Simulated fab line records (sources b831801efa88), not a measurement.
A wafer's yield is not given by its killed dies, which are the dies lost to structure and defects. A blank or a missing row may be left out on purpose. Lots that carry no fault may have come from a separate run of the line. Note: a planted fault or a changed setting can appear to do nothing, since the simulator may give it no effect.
A lot that was struck, set against a sound lot | flow gf180mcu | 32 out of 602 route steps
Sound: the wafers L505.1, L505.3, L505.5. Wafers L508.2, L508.4, L508.5 were the ones struck. The cause comes at the end.
Order at every step that has rows: each side's tool, ch and its chambers, its first start. Under that, the readings that differ: sound wafers | struck wafers | difference of the means | sigmas: that difference in standard deviations of wafers without a fault.
alike: readings with means less than 2 such deviations apart, plus words and numbers identical on both sides. not compared: withheld readings, readings lacking a value on some wafer, bounds such as >300 that could conceal the same value, and numbers that have no deviation in the record and whose values overlap.
Wherever a step has rows on one side only, a row that says differs or no value, or a row with sigmas, the two part there. Non-overlapping numbers with no deviation appear without sigmas and do not part them. Lack of a reading on every wafer of one side parts them only where that side has two or more wafers.

first, 1 step without rows for these wafers: GF_HV_LDD_CVD_56 (deposits Si3N4 from DCS/NH3, target thk 90 nm, time 1543 s).
GF_HV_LDD_THK_MEAS_57:
  struck on film_metro-04, day 17 17:50; sound on film_metro-03, day 16 19:20
  alike: HV_LDD_CVD_56_THK
GF_HV_LDD_ETCHBACK_58: etches Si3N4 in CH3F/O2, stops on SiO2, time 100 s, target depth 90 nm.
  sound on rie_diel-03 ch 0,2, day 16 19:23; struck on rie_diel-04 ch 0,3, day 17 17:53
  alike: drypump_motor_current_A, oes_product_au, throttle_valve_pct
  not compared: rf_hours_counter_h
then, 7 steps without rows for these wafers: GF_NSD_DEHYDRATE_00 (time 60 s); GF_NSD_HMDS_01 (prime time 60 s); GF_NSD_COAT_02 (resist thk 1000 nm); GF_NSD_SOFTBAKE_03 (time 60 s); GF_NSD_EXPOSE_04 (exposes mask Nplus, target cd 400 nm); GF_NSD_PEB_05; GF_NSD_DEVELOP_06 (develop time 60 s).
GF_NSD_CD_MEAS_07 targets a cd of 400 nm.
  struck on cd_sem-02, day 18 17:53; sound on cd_sem-01, day 17 19:17
  alike: cd_nm
GF_NSD_OVL_MEAS_08:
  struck on overlay-02, day 18 17:59; sound on overlay-02, day 17 19:25
  alike: NSD_OVL
GF_NSD_IMPLANT_09:
  sound on implanter-04 ch 0, day 17 19:27; struck on implanter-02 ch 0, day 18 18:03
  reading       | sound                         | struck                        | difference | sigmas
  beam_on_s (s) | 17.4 17.8 17.0                | 11.6 11.3 11.3                | -6.0       | -4
  dose_ions_cm2 | 4.003e+15 4.003e+15 3.998e+15 | 2.499e+15 2.492e+15 2.497e+15 | -1.505e+15 | -99 or more
after that, 1 step had no rows for these wafers: GF_NSD_IMPLANT_10.
GF_NSD_STRIP_11: strips in O2/N2.
  sound on plasma_asher-01 ch 0,1, day 17 19:45; struck on plasma_asher-01 ch 0,1, day 18 18:19
  reading                      | sound             | struck            | difference | sigmas
  oes_product_au (a.u.)        | 0.480 0.490 0.488 | 0.499 0.513 0.514 | +0.023     | +5
  strip_time_to_endpoint_s (s) | 23.03 22.99 23.07 | 21.24 21.20 21.22 | -1.81      | -52
  alike: drypump_motor_current_A, heater_power_w, platen_temp_c
  not compared: rf_hours_counter_h
GF_NSD_TW_MEAS_12:
  struck on film_metro-01, day 18 18:26; sound on film_metro-01, day 17 19:51
  alike: NSD_TW
then, 7 steps without rows for these wafers: GF_PSD_DEHYDRATE_00 (time 60 s); GF_PSD_HMDS_01 (prime time 60 s); GF_PSD_COAT_02 (resist thk 1000 nm); GF_PSD_SOFTBAKE_03 (time 60 s); GF_PSD_EXPOSE_04 (exposes mask Pplus, target cd 400 nm); GF_PSD_PEB_05; GF_PSD_DEVELOP_06 (develop time 60 s).
GF_PSD_CD_MEAS_07 targets a cd of 400 nm.
  struck on cd_sem-01, day 19 18:56; sound on cd_sem-02, day 18 20:01
  alike: cd_nm
GF_PSD_OVL_MEAS_08:
  struck on overlay-02, day 19 19:02; sound on overlay-02, day 18 20:08
  alike: PSD_OVL
after that, 1 step had no rows for these wafers: GF_PSD_IMPLANT_09.
GF_PSD_STRIP_10: strips in O2/N2.
  sound on plasma_asher-01 ch 0, day 18 20:19; struck on plasma_asher-02 ch 0,1, day 19 19:13
  reading                      | sound             | struck            | difference | sigmas
  drypump_motor_current_A (A)  | 5.0 5.0 5.0       | 5.9 6.2 6.2       | +1.1       | +3
  strip_time_to_endpoint_s (s) | 16.53 16.45 16.45 | 16.59 16.58 16.54 | +0.09      | +2
  alike: heater_power_w, oes_product_au, platen_temp_c
  not compared: rf_hours_counter_h
GF_PSD_TW_MEAS_11:
  struck on film_metro-04, day 19 19:20; sound on film_metro-01, day 18 20:25
  alike: PSD_TW
then, 1 step without rows for these wafers: GF_PSD_CLEAN_12 (cleans in SC1/SC2, time 150 s).
GF_PSD_RTA_13: time 20 s.
  sound on rtp_anneal-01 ch 0, day 18 20:32; struck on rtp_anneal-02 ch 0, day 19 19:27
  reading            | sound                | struck               | difference | sigmas
  lamp_power_pct (%) | 33.3 33.3 33.2       | 39.1 39.0 39.1       | +5.8       | +2
  wafer_temp_C_max   | 1030.4 1031.5 1030.9 | 1027.4 1029.2 1028.4 | -2.6       | -2
GF_PSD_RS_MEAS_14: the measuring method here is four-point-probe.
  struck on film_metro-01, day 19 19:52; sound on film_metro-03, day 18 20:37
  reading         | sound             | struck            | difference | sigmas
  NSD_RS (ohm/sq) | 45.87 45.98 45.93 | 49.81 49.78 49.70 | +3.84      | +52
  not compared: hold
GF_PASSIVATION_PROBE_99:
  rows exist in the record for the sound wafers here (prober-01, day 33 13:06), none for the struck ones

## WHERE THEY PART
At GF_NSD_IMPLANT_09 first; at GF_PASSIVATION_PROBE_99 last (within this record only).

WHY: what the simulator had put in
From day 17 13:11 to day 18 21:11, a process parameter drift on implanter-02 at GF_NSD_IMPLANT_09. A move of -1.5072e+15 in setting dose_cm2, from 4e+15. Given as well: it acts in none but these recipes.
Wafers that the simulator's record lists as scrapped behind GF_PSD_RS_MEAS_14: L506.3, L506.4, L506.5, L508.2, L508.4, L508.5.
